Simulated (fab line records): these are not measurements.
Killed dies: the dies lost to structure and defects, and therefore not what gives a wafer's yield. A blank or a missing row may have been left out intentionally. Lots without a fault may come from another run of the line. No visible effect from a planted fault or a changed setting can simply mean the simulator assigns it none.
Which tool was responsible? | flow gf180mcu | 9 lots, 27 wafers sampled, at 3 steps of a route of 602

== WHAT EACH GAUGE READ, for each wafer ==
GF_V3_BOW_MEAS_05.
lot  | measured     | on           | V3_BOW (um)
L608 | day 21 13:50 | filmMetro-02 | 119 112 117
L609 | day 21 14:57 | filmMetro-03 | 128 119 119
L612 | day 23 04:11 | filmMetro-03 | 120 128 116
L613 | day 23 06:27 | filmMetro-03 | 109 122 113
L618 | day 25 05:07 | filmMetro-03 | 129 109 111
L621 | day 26 04:35 | filmMetro-02 | 112 111 110
L628 | day 28 07:03 | filmMetro-03 | 113 117 107
L630 | day 28 15:37 | filmMetro-03 | 133 115 131
L631 | day 29 01:59 | filmMetro-03 | 133 123 124

== WHICH TOOL RAN EACH LOT (tool, then ch and the chambers of the sampled wafers, then the start) ==
lot  | GF_M2_METAL_ETCH_16              | GF_M2_STRIP_17
L608 | rieMetal-03 ch 0,1, day 19 09:16 | plasmaAsher-01 ch 0,1, day 19 09:23
L609 | rieMetal-02 ch 0,1, day 19 10:19 | plasmaAsher-03 ch 0,1, day 19 10:26
L612 | rieMetal-04 ch 0,1, day 21 01:48 | plasmaAsher-03 ch 0, day 21 01:56
L613 | rieMetal-04 ch 0,1, day 21 04:10 | plasmaAsher-01 ch 0,1, day 21 04:18
L618 | rieMetal-03 ch 0,1, day 23 04:34 | plasmaAsher-02 ch 0,1, day 23 04:42
L621 | rieMetal-04 ch 0,1, day 24 05:37 | plasmaAsher-03 ch 0,1, day 24 05:45
L628 | rieMetal-03 ch 0,1, day 26 09:10 | plasmaAsher-02 ch 0,1, day 26 09:17
L630 | rieMetal-02 ch 1, day 26 19:07   | plasmaAsher-01 ch 0,1, day 26 19:23
L631 | rieMetal-02 ch 0,1, day 27 06:07 | plasmaAsher-03 ch 0,1, day 27 06:15
- GF_M2_METAL_ETCH_16: etches the open film in Cl2/BCl3, stops on SiO2, target depth 750.8 nm, time 125.1 s.
- GF_M2_STRIP_17: strips in O2/N2.

== THE ANSWER, worked out from the rows above alone ==
Rule: the usual values come from the lots themselves. Put in order of their means at a reading, lots are off if they are a third of the lots or fewer, leave a main group of 4 or more, and stand apart from it by a gap of 3 or more times the standard deviation of the main group's means; of several such gaps the widest counts. Not used: any main group whose means are identical at the precision the tables above print for the reading. A lot without any number at a reading at which 4 lots or more have one is off too. Any other lot the step has rows for is counted as sound.
No lot is off on any of the readings shown, so nothing can be concluded from this.

== WHAT THE SIMULATOR HAD PUT IN ==
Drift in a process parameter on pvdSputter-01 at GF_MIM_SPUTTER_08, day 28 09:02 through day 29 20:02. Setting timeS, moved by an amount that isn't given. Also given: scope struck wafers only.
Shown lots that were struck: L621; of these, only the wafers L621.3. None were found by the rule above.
